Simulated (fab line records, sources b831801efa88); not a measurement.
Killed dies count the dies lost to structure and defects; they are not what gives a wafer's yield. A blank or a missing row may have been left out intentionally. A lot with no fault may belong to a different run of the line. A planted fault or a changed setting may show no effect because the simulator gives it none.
fab line records	flow sky130
record lots=11	wafers=33	last_day=50
route steps=708 shown METAL2@487 VIA3@594 VIA4@656 METAL5@676
lots that met no fault: from a run of the same line without faults
start_h: hours from the record's opening day to when the first of the lot's shown wafers began	wait_h: hours since the lot's step before	" as in the row above	L1.1+2: one row covering several wafers at once	- no value, or no start given	* or withheld: withheld	< > ~ a bound
route shown NAME@n: names a module that has steps shown in the file, with the first one's number in the route	usual: mean/standard deviation of fault-free wafers	same: alike in all rows	chamber/n: place in a boat	sites: each site's reading	_std_site: the values' standard deviation	_edge_site: outer sites' mean less inner sites'	radius_mm: how far each site lies from the wafer's centre	mask NAME#n: copy n	behind: tool/chamber where the wafer was last shaped	hold: cause of the lot's hold/its duration in hours/its outcome	device: names the non-switching transistor (n, p or np)	end of line: tests run on the same wafers once the route is complete	step lacking rows: just its recipe	killed: at the first sort, the dies lost to defects and structure; wafer yield is something else	map: the dies of a wafer, with x for killed, . for not killed, _ for no die there
set.NAME: the setting as run; set.NAME@STEP: as run at that earlier step	model.NAME: the simulator's own value behind a step, which no gauge read
route steps across a sampled set of lots; one table per step, one row per wafer
services: from which hour (start_h, from the record's first day; less than 0 if before it) a tool's chamber was out of use, for how many hours, and why
## steps
# step SKY_METAL2_SPUTTER_04
# recipe material=TiN	target_thk_nm=70	power_w=6500	time_s=58.3	chamber_pressure_pa=0.4
# usual throttle_valve_pct=30.4/1.4
lot.wafer	tool	chamber	start_h	wait_h	throttle_valve_pct
L105.4	pvd_sputter-02	-	808.00	0.0	30.7
L105.5	"	-	"	"	28.7
L105.6	"	-	"	"	33.6
L110.1	pvd_sputter-03	-	861.78	0.0	30.4
L110.2	"	-	"	"	28.9
L110.6	"	-	"	"	31.2
L112.2	pvd_sputter-04	-	876.67	0.0	28.9
L112.3	"	-	"	"	30.4
L112.6	"	-	"	"	30.4
L113.1	pvd_sputter-03	-	880.82	0.0	31.0
L113.3	"	-	"	"	29.9
L113.5	"	-	"	"	29.9
L115.1	pvd_sputter-02	-	895.84	0.0	30.4
L115.4	"	-	"	"	31.8
L115.5	"	-	"	"	31.8
L116.1	pvd_sputter-03	-	903.94	0.0	29.7
L116.4	"	-	"	"	30.6
L116.6	"	-	"	"	30.1
L117.4	pvd_sputter-04	-	907.97	0.0	29.8
L117.5	"	-	"	"	30.6
L117.6	"	-	"	"	29.8
L119.2	pvd_sputter-03	-	915.13	0.0	29.8
L119.3	"	-	"	"	30.7
L119.4	"	-	"	"	28.8
L123.2	pvd_sputter-03	-	945.66	0.0	28.8
L123.3	"	-	"	"	30.8
L123.4	"	-	"	"	29.9
L126.2	pvd_sputter-03	-	966.27	0.0	30.5
L126.3	"	-	"	"	31.1
L126.4	"	-	"	"	28.7
L127.1	pvd_sputter-04	-	971.35	0.0	29.7
L127.2	"	-	"	"	29.0
L127.6	"	-	"	"	29.7
# step SKY_VIA3_CVD_21
# recipe material=W	target_thk_nm=390	time_s=117.31	temp_c=400	pressure_torr=40
# usual chamber_pressure_Torr=40.00/0.079	heater_power_w=858/60
lot.wafer	tool	chamber	start_h	wait_h	chamber_pressure_Torr	heater_power_w
L105.4	cvd_w-01	0	943.45	0.1	40.03	898
L105.5	"	1	"	"	40.03	890
L105.6	"	0	"	"	40.10	898
L110.1	cvd_w-02	1	992.91	0.0	39.94	893
L110.2	"	0	"	"	40.13	777
L110.6	"	0	"	"	40.14	775
L112.2	cvd_w-02	1	1007.23	0.0	39.95	898
L112.3	"	0	"	"	39.92	752
L112.6	"	0	"	"	39.97	758
L113.1	cvd_w-01	0	1010.47	0.0	39.94	914
L113.3	"	0	"	"	39.98	895
L113.5	"	1	"	"	40.02	918
L115.1	cvd_w-02	0	1023.04	0.0	39.91	760
L115.4	"	1	"	"	40.12	902
L115.5	"	1	"	"	40.06	878
L116.1	cvd_w-02	0	1030.52	0.0	40.00	783
L116.4	"	0	"	"	40.08	759
L116.6	"	0	"	"	40.01	773
L117.4	cvd_w-02	0	1032.54	0.0	40.12	770
L117.5	"	0	"	"	40.02	777
L117.6	"	1	"	"	39.96	884
L119.2	cvd_w-01	1	1040.65	0.0	39.98	902
L119.3	"	1	"	"	39.96	888
L119.4	"	0	"	"	40.01	905
L123.2	cvd_w-02	1	1069.82	0.0	40.00	884
L123.3	"	0	"	"	40.09	748
L123.4	"	1	"	"	39.99	906
L126.2	cvd_w-01	1	1087.98	0.0	39.91	917
L126.3	"	1	"	"	39.93	908
L126.4	"	0	"	"	40.07	895
L127.1	cvd_w-02	1	1091.40	0.0	39.96	901
L127.2	"	0	"	"	39.99	770
L127.6	"	0	"	"	39.91	774
# step SKY_VIA4_SPUTTER_17
# recipe material=TiN	target_thk_nm=20	chamber_pressure_pa=5	power_w=4000	time_s=80
# usual throttle_valve_pct=30.2/0.69
lot.wafer	tool	chamber	start_h	wait_h	throttle_valve_pct
L105.4	pvd_sputter-03	-	1018.71	0.0	30.6
L105.5	"	-	"	"	30.8
L105.6	"	-	"	"	28.9
L110.1	pvd_sputter-03	-	1065.16	0.0	30.6
L110.2	"	-	"	"	31.2
L110.6	"	-	"	"	30.2
L112.2	pvd_sputter-01	-	1076.94	0.0	31.0
L112.3	"	-	"	"	30.1
L112.6	"	-	"	"	30.0
L113.1	pvd_sputter-03	-	1081.45	0.0	30.9
L113.3	"	-	"	"	30.6
L113.5	"	-	"	"	30.9
L115.1	pvd_sputter-04	-	1093.35	0.0	29.6
L115.4	"	-	"	"	30.7
L115.5	"	-	"	"	30.5
L116.1	pvd_sputter-01	-	1099.04	0.0	30.4
L116.4	"	-	"	"	30.6
L116.6	"	-	"	"	30.9
L117.4	pvd_sputter-01	-	1100.75	0.0	30.7
L117.5	"	-	"	"	30.0
L117.6	"	-	"	"	30.3
L119.2	pvd_sputter-03	-	1108.39	0.0	28.9
L119.3	"	-	"	"	30.7
L119.4	"	-	"	"	30.5
L123.2	pvd_sputter-01	-	1134.85	0.0	31.1
L123.3	"	-	"	"	30.1
L123.4	"	-	"	"	30.8
L126.2	pvd_sputter-04	-	1151.82	0.0	30.5
L126.3	"	-	"	"	29.4
L126.4	"	-	"	"	30.1
L127.1	pvd_sputter-04	-	1154.17	0.0	30.6
L127.2	"	-	"	"	29.0
L127.6	"	-	"	"	31.0
# step SKY_METAL5_METAL_ETCH_15
# recipe target_depth_a=12600	stop_on=SiO2	over_etch_frac=0.2	time_s=252	chemistry=Cl2/BCl3	resist_sidewall_deg=86	pressure_mtorr=10	icp_w=900	bias_w=48.5	Cl2_flow_sccm=60	bcl3_flow_sccm=30
# usual drypump_motor_current_A=5.9/0.63	oes_product_au=0.893/0.0048	run_length_s=280.27/0.29	throttle_valve_pct=22.265/0.01
lot.wafer	tool	chamber	start_h	wait_h	drypump_motor_current_A	oes_product_au	rf_hours_counter_h	run_length_s	throttle_valve_pct
L105.4	rie_metal-03	1	1041.71	0.1	6.2	0.895	-	279.84	22.265
L105.5	"	0	"	"	6.0	0.892	-	280.58	22.264
L105.6	"	1	"	"	6.2	0.889	-	280.04	22.255
L110.1	rie_metal-02	0	1087.39	0.0	4.7	0.893	1	279.82	22.254
L110.2	"	1	"	"	6.5	0.889	20	280.30	22.259
L110.6	"	0	"	"	4.7	0.888	-	279.86	22.259
L112.2	rie_metal-03	1	1097.77	0.0	6.2	0.886	9	280.56	22.249
L112.3	"	1	"	"	6.2	0.892	-	280.19	22.243
L112.6	"	0	"	"	6.0	0.888	-	280.06	22.258
L113.1	rie_metal-01	0	1103.27	0.0	6.5	0.892	23	280.09	22.261
L113.3	"	0	"	"	6.5	0.896	-	280.57	22.259
L113.5	"	0	"	"	6.5	0.898	-	280.10	22.265
L115.1	rie_metal-03	0	1114.35	0.0	6.0	0.946	5	267.74	22.264
L115.4	"	1	"	"	6.2	0.898	-	279.83	22.247
L115.5	"	0	"	"	6.0	0.938	-	267.86	22.272
L116.1	rie_metal-02	0	1120.20	0.0	4.7	0.894	3	280.13	22.252
L116.4	"	1	"	"	6.5	0.886	-	280.60	22.278
L116.6	"	1	"	"	6.5	0.888	-	280.71	22.268
L117.4	rie_metal-03	0	1121.68	0.1	6.0	0.892	-	280.51	22.243
L117.5	"	1	"	"	6.2	0.955	-	268.02	22.274
L117.6	"	0	"	"	6.0	0.896	-	280.18	22.272
L119.2	rie_metal-03	1	1129.32	0.0	6.2	0.944	12	267.45	22.260
L119.3	"	1	"	"	6.2	0.893	-	280.20	22.265
L119.4	"	0	"	"	5.9	0.890	-	280.28	22.255
L123.2	rie_metal-02	0	1154.94	0.0	4.7	0.884	6	279.95	22.266
L123.3	"	1	"	"	6.5	0.894	-	280.45	22.260
L123.4	"	0	"	"	4.7	0.890	-	279.95	22.272
L126.2	rie_metal-01	0	1170.70	0.0	6.5	0.896	29	280.12	22.265
L126.3	"	0	"	"	6.5	0.894	-	280.36	22.274
L126.4	"	1	"	"	5.8	0.890	-	280.39	22.271
L127.1	rie_metal-02	1	1172.85	0.0	6.5	0.899	27	280.25	22.247
L127.2	"	0	"	"	4.7	0.900	8	280.12	22.279
L127.6	"	0	"	"	4.7	0.882	-	279.78	22.268
# step SKY_METAL5_STRIP_16
# recipe chemistry=O2/N2	power_w=1400	pressure_mtorr=1500	platen_temp_c=withheld	o2_flow_sccm=3000	n2_flow_sccm=300	overash_fraction=0.5
# usual drypump_motor_current_A=5.6/0.41	oes_product_au=0.711/0.0046	strip_time_to_endpoint_s=13.02/0.13
lot.wafer	tool	chamber	start_h	wait_h	drypump_motor_current_A	oes_product_au	rf_hours_counter_h	strip_time_to_endpoint_s
L105.4	plasma_asher-02	1	1041.90	0.1	5.7	0.720	-	13.24
L105.5	"	1	"	"	5.7	0.714	-	13.08
L105.6	"	0	"	"	5.3	0.710	-	13.24
L110.1	plasma_asher-02	0	1087.62	0.2	5.3	0.712	94	12.83
L110.2	"	1	"	"	5.7	0.701	94	12.83
L110.6	"	0	"	"	5.3	0.709	-	12.90
L112.2	plasma_asher-03	1	1098.00	0.2	5.8	0.709	37	13.10
L112.3	"	0	"	"	5.5	0.711	-	13.14
L112.6	"	1	"	"	5.8	0.707	-	13.10
L113.1	plasma_asher-02	0	1103.50	0.2	5.3	0.698	95	13.19
L113.3	"	0	"	"	5.3	0.706	-	13.11
L113.5	"	0	"	"	5.3	0.709	-	13.18
L115.1	plasma_asher-04	0	1114.58	0.2	5.0	0.709	5	13.47
L115.4	"	1	"	"	6.3	0.707	-	13.18
L115.5	"	0	"	"	5.0	0.706	-	13.39
L116.1	plasma_asher-02	1	1120.43	0.2	5.7	0.706	97	13.04
L116.4	"	1	"	"	5.7	0.710	-	12.95
L116.6	"	1	"	"	5.7	0.711	-	12.83
L117.4	plasma_asher-03	0	1121.87	0.1	5.5	0.716	-	13.06
L117.5	"	1	"	"	5.8	0.711	-	13.50
L117.6	"	0	"	"	5.6	0.706	-	13.03
L119.2	plasma_asher-04	0	1129.55	0.2	5.0	0.713	6	13.42
L119.3	"	0	"	"	5.0	0.712	-	13.10
L119.4	"	1	"	"	6.4	0.710	-	13.00
L123.2	plasma_asher-03	0	1155.17	0.2	5.6	0.712	42	13.03
L123.3	"	1	"	"	5.8	0.711	-	12.88
L123.4	"	0	"	"	5.6	0.716	-	12.92
L126.2	plasma_asher-02	1	1170.93	0.2	5.7	0.711	102	12.91
L126.3	"	1	"	"	5.7	0.707	-	12.91
L126.4	"	0	"	"	5.3	0.715	-	12.80
L127.1	plasma_asher-03	0	1173.08	0.2	5.6	0.710	44	12.89
L127.2	"	1	"	"	5.8	0.711	44	13.06
L127.6	"	0	"	"	5.5	0.699	-	13.08
## services
tool	chamber	start_h	hours	kind
rie_metal-03	0	789.46	11.8	repair
pvd_sputter-03	-	802.24	6.7	repair
rie_metal-02	1	814.13	3.0	repair
plasma_asher-02	-	855.73	1.6	repair
plasma_asher-02	-	867.66	14.6	pm
cvd_w-01	1	871.40	3.7	repair
rie_metal-03	-	872.11	0.3	repair
rie_metal-02	-	898.00	1.5	repair
cvd_w-01	0	898.67	4.3	repair
cvd_w-01	-	904.00	14.0	pm
plasma_asher-02	-	911.57	11.8	repair
rie_metal-03	-	946.67	14.6	pm
pvd_sputter-04	-	983.99	1.9	repair
plasma_asher-02	-	1001.48	18.3	repair
rie_metal-03	0	1001.60	3.1	repair
rie_metal-03	1	1048.03	3.3	repair
pvd_sputter-04	-	1057.39	14.6	repair
cvd_w-02	-	1059.39	2.8	pm
pvd_sputter-03	-	1072.37	1.8	repair
rie_metal-03	0	1073.30	11.9	repair
pvd_sputter-03	-	1074.54	0.5	repair
plasma_asher-02	-	1075.65	3.7	repair
cvd_w-02	-	1082.15	6.9	pm
rie_metal-03	1	1132.69	27.7	repair
## key
first_sign step=SKY_METAL5_METAL_ETCH_15	reading=run_length_s	direction=down	sigmas=44	usual=*	struck=*
effect step=SKY_METAL5_METAL_ETCH_15	reading=oes_product_au	direction=up	sigmas=11	usual=0.893	struck=0.946
effect step=SKY_METAL5_STRIP_16	reading=strip_time_to_endpoint_s	direction=up	sigmas=3.3	usual=*	struck=*
met_at SKY_METAL5_METAL_ETCH_15
struck_lots L115,L117,L119
struck_wafers L115.1,L115.5,L117.5,L119.2
not_acting_at SKY_METAL2_SPUTTER_04,SKY_VIA3_CVD_21,SKY_VIA4_SPUTTER_17
onset_between 1097.77 1114.35
fault kind=process_parameter_drift	tool=rie_metal-03	chamber=-	onset_h=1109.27	steps=SKY_METAL5_METAL_ETCH_15	channel=time_s	offset=*	shape=step	end_h=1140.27	scope=struck_wafers_only	acts_in=*	stated=*
